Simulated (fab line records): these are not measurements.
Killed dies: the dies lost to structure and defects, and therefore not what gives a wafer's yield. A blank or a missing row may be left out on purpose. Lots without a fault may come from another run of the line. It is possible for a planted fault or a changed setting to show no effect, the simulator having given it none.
Matching of chambers + flow gf180mcu + 3 sister chambers for GF_PASSIVATION_CVD_02 on pecvd-02
The step deposits Si3N4, target thk 700 nm, time 486.18 s. 6 wafers are shown with their chamber, then 12 later ones without.

## EACH WAFER AND ITS CHAMBER
| wafer  | chamber | heaterPowerW (W) |
|--------|---------|------------------|
| L075.3 | 1       | 819              |
| L084.3 | 1       | 794              |
| L089.4 | 0       | 896              |
| L090.1 | 2       | 632              |
| L090.3 | 2       | 639              |
| L090.4 | 0       | 883              |

## WAFERS WITH NO CHAMBER GIVEN
| wafer  | heaterPowerW (W) |
|--------|------------------|
| L091.2 | 841              |
| L091.5 | 927              |
| L091.6 | 889              |
| L092.1 | 545              |
| L092.2 | 828              |
| L092.5 | 878              |
| L097.2 | 778              |
| L097.4 | 826              |
| L097.6 | 656              |
| L096.2 | 906              |
| L096.5 | 805              |
| L096.6 | 661              |

## THE CHAMBER EACH PASSED THROUGH
| wafer  | from the rows above     | in truth                   |
|--------|-------------------------|----------------------------|
| L091.2 | can't be placed: 1 or 0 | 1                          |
| L091.5 | 0                       | 0                          |
| L091.6 | 0                       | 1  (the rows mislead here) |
| L092.1 | 2                       | 2                          |
| L092.2 | 1                       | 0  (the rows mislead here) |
| L092.5 | 0                       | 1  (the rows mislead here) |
| L097.2 | 1                       | 1                          |
| L097.4 | 1                       | 1                          |
| L097.6 | 2                       | 2                          |
| L096.2 | 0                       | 0                          |
| L096.5 | 1                       | 1                          |
| L096.6 | 2                       | 2                          |
Correctly placed: 8 of 12. Can't be placed from these rows: 1 (the true chamber is among the candidates in 1). Number placed wrongly: 3.
How it was worked out, from the rows above alone: a wafer's distance from a chamber is the root of the sum, over the readings, of the square of ((its reading less the chamber's mean) divided by the reading's scatter). If the next closest chamber is less than 2 further off than the closest, the wafer can't be placed; otherwise it belongs to the closest. Each chamber's mean is taken over the wafers shown for it. The scatter is the square root of a quotient: the sum, over the shown wafers, of each reading's squared deviation from its chamber's mean, divided by wafers minus chambers.
